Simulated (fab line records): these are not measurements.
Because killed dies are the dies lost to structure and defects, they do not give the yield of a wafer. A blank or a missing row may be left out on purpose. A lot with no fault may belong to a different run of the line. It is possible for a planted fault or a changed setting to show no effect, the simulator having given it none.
What tool caused it? -- flow gf180mcu -- 12 lots with 36 wafers sampled at 2 steps, on a route of 602 steps

## WHAT EACH GAUGE READ, for each wafer
GF_V1_OVL_MEAS_15.
lot,measured,on,V1_OVL (nm)
L538,day 17 19:44,overlay-01,0 9 5
L541,day 19 03:08,overlay-01,7 10 3
L542,day 19 14:20,overlay-01,3 1 -3
L549,day 22 09:53,overlay-01,-4 1 2
L551,day 23 00:40,overlay-01,-13 1 0
L552,day 23 06:53,overlay-01,-4 -2 1
L555,day 24 15:32,overlay-02,4 -13 -4
L557,day 25 00:35,overlay-02,-4 3 7
L558,day 25 08:29,overlay-01,-2 -1 0
L559,day 25 16:09,overlay-01,0 10 3
L560,day 26 00:56,overlay-01,-2 -6 9
L561,day 26 08:01,overlay-01,0 5 -3

## EACH LOT AND THE TOOL THAT RAN IT (in order: tool; ch and the chambers of the sampled wafers; start)
lot,GF_V1_CMP_04
L538,"cmp-02 ch 0,1,3, day 16 20:29"
L541,"cmp-01 ch 0,1,2, day 18 02:40"
L542,"cmp-01 ch 0,1,3, day 18 13:28"
L549,"cmp-01 ch 1,2,3, day 21 09:39"
L551,"cmp-02 ch 0,1,2, day 22 00:29"
L552,"cmp-02 ch 0,3, day 22 07:08"
L555,"cmp-01 ch 0,1,2, day 23 17:35"
L557,"cmp-01 ch 1,3, day 24 02:08"
L558,"cmp-01 ch 0,3, day 24 10:09"
L559,"cmp-02 ch 0,3, day 24 19:13"
L560,"cmp-01 ch 1,3, day 25 02:32"
L561,"cmp-02 ch 1,2, day 25 10:26"
- GF_V1_CMP_04: polishes SiO2.

## WHAT THE TOOLS THEMSELVES READ (means of the sampled wafers that have a number; where no wafer has one, the mark that the record gives instead)
GF_V1_CMP_04.
lot,tool,motorCurrentA (A),timeToEndpointS (s)
L538,cmp-02,11.8,85
L541,cmp-01,12.5,77
L542,cmp-01,12.8,74
L549,cmp-01,12.3,80
L551,cmp-02,11.7,88
L552,cmp-02,10.9,98
L555,cmp-01,12.3,80
L557,cmp-01,11.7,85
L558,cmp-01,13.7,79
L559,cmp-02,10.7,85
L560,cmp-01,11.8,85
L561,cmp-02,12.4,75

## THE ANSWER, worked out from the rows above alone
Rule: what is usual is taken from the lots themselves. The widest of any qualifying gaps counts: lots, ordered by their means at a reading, are off when they make up no more than a third of the lots, leave a main group of 4 or more, and stand apart from it by 3 or more times the standard deviation of that group's means. Not used: any main group whose means are identical at the precision the tables above print for the reading. Also off: a lot with no number at a reading for which 4 or more lots have one. All remaining lots with rows at the step are treated as sound. The gauges are gone through in route order, then the tools' own readings, and for those a lot's mean is taken as printed above. At the first step where some lot is off, the reading lying furthest off is the one used; lots without a number count as furthest.
No lot is off on any of the readings shown, so nothing can be concluded from this.

## WHAT HAD BEEN PUT IN BY THE SIMULATOR
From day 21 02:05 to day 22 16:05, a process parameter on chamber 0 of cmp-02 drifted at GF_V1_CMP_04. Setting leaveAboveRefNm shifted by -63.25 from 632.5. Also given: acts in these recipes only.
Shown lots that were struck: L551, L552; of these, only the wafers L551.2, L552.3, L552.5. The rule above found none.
